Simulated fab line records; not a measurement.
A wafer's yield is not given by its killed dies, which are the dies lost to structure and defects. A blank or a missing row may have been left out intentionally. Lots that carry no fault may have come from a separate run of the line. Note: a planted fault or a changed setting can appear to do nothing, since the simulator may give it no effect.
Struck lot and sound lot, side by side | flow gf180mcu | 21 steps out of a route of 602
Sound: the wafers L704.4, L704.5, L704.6. Wafers struck: L724.2, L724.3, L724.5. The cause comes at the end.
For every step that has rows: the tool of each side, followed by ch and its chambers, followed by its first start. Under that, the readings that differ: sound wafers | struck wafers | difference of the means | sigmas: that difference in standard deviations of wafers without a fault.
alike: a reading whose means differ by less than 2 such deviations, as well as words and numbers matching on both sides. not compared: withheld readings; readings where some wafer has no value; bounds like >300 that might hide an equal value; numbers whose values overlap and for which the record gives no deviation.
The two part at a step that has a row with sigmas, a row that says differs or no value, or rows on one side only. Non-overlapping numbers with no deviation appear without sigmas and do not part them. Lack of a reading on every wafer of one side parts them only where that side has two or more wafers.

GF_VT_IMPLANT_RS_MEAS_46: measures by four-point-probe.
  sound on film-metro-02 at day 7 23:58; struck on film-metro-02 at day 13 14:05
  alike: MVSD_RS
GF_VT_IMPLANT_RS_MEAS_47: measures by four-point-probe.
  sound on film-metro-02 at day 8 00:05; struck on film-metro-02 at day 13 14:13
  alike: NWELL_RS
GF_VT_IMPLANT_RS_MEAS_48: measures by four-point-probe.
  sound on film-metro-02 at day 8 00:12; struck on film-metro-02 at day 13 14:20
  alike: LVPWELL_RS
GF_VT_IMPLANT_RS_MEAS_49: measures by four-point-probe.
  sound on film-metro-02 at day 8 00:19; struck on film-metro-02 at day 13 14:27
  alike: MVPSD_RS
then, 4 steps without rows for these wafers: GF_VT_IMPLANT_WET_ETCH_50 (etches SiO2 in dHF, target depth 20 nm, time 400 s); GF_DUAL_GATE_CLEAN_00 (cleans in SC1/SC2, time 150 s); GF_DUAL_GATE_CLEAN_01 (cleans in dHF, time 20 s); GF_DUAL_GATE_OXIDATION_02 (stabilise 600 s, purge 300 s, target thk 10.887 nm).
GF_DUAL_GATE_THK_MEAS_03:
  sound on film-metro-02 at day 8 02:06; struck on film-metro-03 at day 13 16:37
  alike: DUAL_GATE_OXIDATION_00_THK
then, 3 steps without rows for these wafers: GF_DUAL_GATE_DEHYDRATE_04 (time 60 s); GF_DUAL_GATE_HMDS_05 (prime time 60 s); GF_DUAL_GATE_COAT_06 (resist thk 1000 nm).
GF_DUAL_GATE_SOFTBAKE_07: time 60 s.
  sound on litho-track-04 ch 0, day 8 10:17; struck on litho-track-03 ch 0, day 14 02:16
  reading                                        | sound             | struck               | difference | sigmas
  run-length-s (s)                               | 89.35 89.12 89.16 | 126.60 126.51 126.89 | +37.46     | +99 or more
  model.NOVOLAK_of_DUAL_GATE_COAT_06.thk-nm (nm) | 999.5 999.9 1001  | 991.3 988.6 988.2    | -10.8      |
  alike: chill-plate-temp-C, heater-power-total-W
then, 2 steps without rows for these wafers: GF_DUAL_GATE_EXPOSE_08 (exposes mask Dualgate, target cd 700 nm); GF_DUAL_GATE_PEB_09.
GF_DUAL_GATE_DEVELOP_10: develop time 60 s.
  sound on litho-track-01 ch 0, day 8 18:41; struck on litho-track-03 ch 0, day 14 12:40
  reading                                        | sound            | struck            | difference | sigmas
  model.NOVOLAK_of_DUAL_GATE_COAT_06.thk-nm (nm) | 999.1 999.5 1000 | 990.9 988.1 987.8 | -10.6      |
  alike: chill-plate-temp-C
GF_DUAL_GATE_OVL_MEAS_11:
  sound on overlay-01 at day 8 18:46; struck on overlay-01 at day 14 12:47
  alike: DUAL_GATE_OVL
then, 1 step without rows for these wafers: GF_DUAL_GATE_WET_ETCH_12 (etches SiO2 in dHF, target depth 13 nm, time 260 s).
GF_DUAL_GATE_STRIP_13: strips in O2/N2.
  sound on plasma-asher-03 ch 0,1, day 8 18:54; struck on plasma-asher-03 ch 0, day 14 12:54
  reading                      | sound             | struck            | difference | sigmas
  strip-time-to-endpoint-s (s) | 12.62 12.62 12.65 | 12.54 12.51 12.49 | -0.12      | -3
  alike: drypump-motor-current-A, heater-power-w, o2-flow-sccm, oes-product-au
  not compared: rf-hours-counter-h
then, 2 steps without rows for these wafers: GF_DUAL_GATE_CLEAN_14 (cleans in SC1/SC2, time 150 s); GF_PASSIVATION_PROBE_99.

## WHERE THEY PART
Last at GF_DUAL_GATE_STRIP_13 as far as this record goes, first at GF_DUAL_GATE_SOFTBAKE_07.

WHY: the cause the simulator had injected
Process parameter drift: litho-track-03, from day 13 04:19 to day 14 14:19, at GF_DUAL_GATE_SOFTBAKE_07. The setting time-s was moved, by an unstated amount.
